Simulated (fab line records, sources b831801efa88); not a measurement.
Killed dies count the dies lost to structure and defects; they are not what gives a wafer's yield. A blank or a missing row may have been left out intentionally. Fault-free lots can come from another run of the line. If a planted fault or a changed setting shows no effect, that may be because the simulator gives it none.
Matching of chambers | flow sky130 | rie_si-01 running SKY_FIELD_ISO_ETCH_17: 4 sister chambers
The step etches Si in HBr/Cl2/O2, target depth 342 nm, time 97.7 s. 16 wafers are shown with their chamber, then 7 later ones without.

## EACH WAFER AND ITS CHAMBER
wafer  | chamber | drypump_motor_current_A (A) | he_backside_leak_sccm (sccm) | throttle_valve_pct (%)
L892.1 | 2       | 6.5                         | 2.8                          | 25.665
L892.3 | 3       | 6.0                         | 3.0                          | 25.669
L892.6 | 0       | 5.4                         | 3.4                          | 25.661
L893.3 | 3       | 5.9                         | 2.9                          | 25.665
L893.4 | 1       | 6.6                         | 2.6                          | 25.669
L893.6 | 3       | 5.9                         | 3.1                          | 25.677
L894.3 | 0       | 5.4                         | 3.3                          | 25.653
L894.5 | 1       | 6.5                         | 2.5                          | 25.660
L894.6 | 2       | 6.6                         | 2.6                          | 25.669
L900.1 | 3       | 5.9                         | 2.8                          | 25.668
L900.2 | 1       | 6.6                         | 2.4                          | 25.662
L900.6 | 2       | 6.6                         | 2.6                          | 25.653
L902.2 | 0       | 5.4                         | 3.4                          | 25.656
L902.3 | 2       | 6.5                         | 2.7                          | 25.653
L902.5 | 1       | 6.6                         | 2.8                          | 25.644
L903.2 | 2       | 6.5                         | 2.9                          | 25.664

SIGNATURES, as means of the wafers listed above
reading                 | chamber 0 | chamber 1 | chamber 2 | chamber 3 | scatter within a chamber
drypump_motor_current_A | 5.400     | 6.575     | 6.540     | 5.925     | 0.0474
he_backside_leak_sccm   | 3.367     | 2.575     | 2.720     | 2.950     | 0.133
throttle_valve_pct      | 25.65667  | 25.65875  | 25.66080  | 25.66975  | 0.00743
Rule: a wafer lies at a distance from a chamber equal to the root of the sum of squares, over the readings, of (its reading less the chamber's mean, divided by the reading's scatter). If the next closest chamber is less than 2 further off than the closest, the wafer can't be placed; otherwise it belongs to the closest. The scatter: take each reading less its chamber's mean, square it, sum over the shown wafers, divide by the number of wafers less the number of chambers, and take the root.

## WAFERS WITH NO CHAMBER GIVEN
wafer  | drypump_motor_current_A (A) | he_backside_leak_sccm (sccm) | throttle_valve_pct (%)
L903.6 | 6.6                         | 2.8                          | 25.652
L904.1 | 6.6                         | 2.4                          | 25.662
L904.2 | 6.5                         | 2.6                          | 25.653
L904.6 | 5.9                         | 2.8                          | 25.682
L908.2 | 6.6                         | 2.5                          | 25.649
L908.4 | 6.6                         | 2.6                          | 25.673
L908.5 | 5.9                         | 3.0                          | 25.663

## WHICH CHAMBER EACH ONE RAN IN
wafer  | from the rows above     | in truth
L903.6 | can't be placed: 2 or 1 | 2
L904.1 | can't be placed: 1 or 2 | 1
L904.2 | can't be placed: 2 or 1 | 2
L904.6 | 3                       | 3
L908.2 | can't be placed: 1 or 2 | 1
L908.4 | can't be placed: 1 or 2 | 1
L908.5 | 3                       | 3
2 of 7 placed correctly. Cannot be placed on the basis of these rows: 5; the candidates contain the true chamber in 5. Wrongly placed: 0.
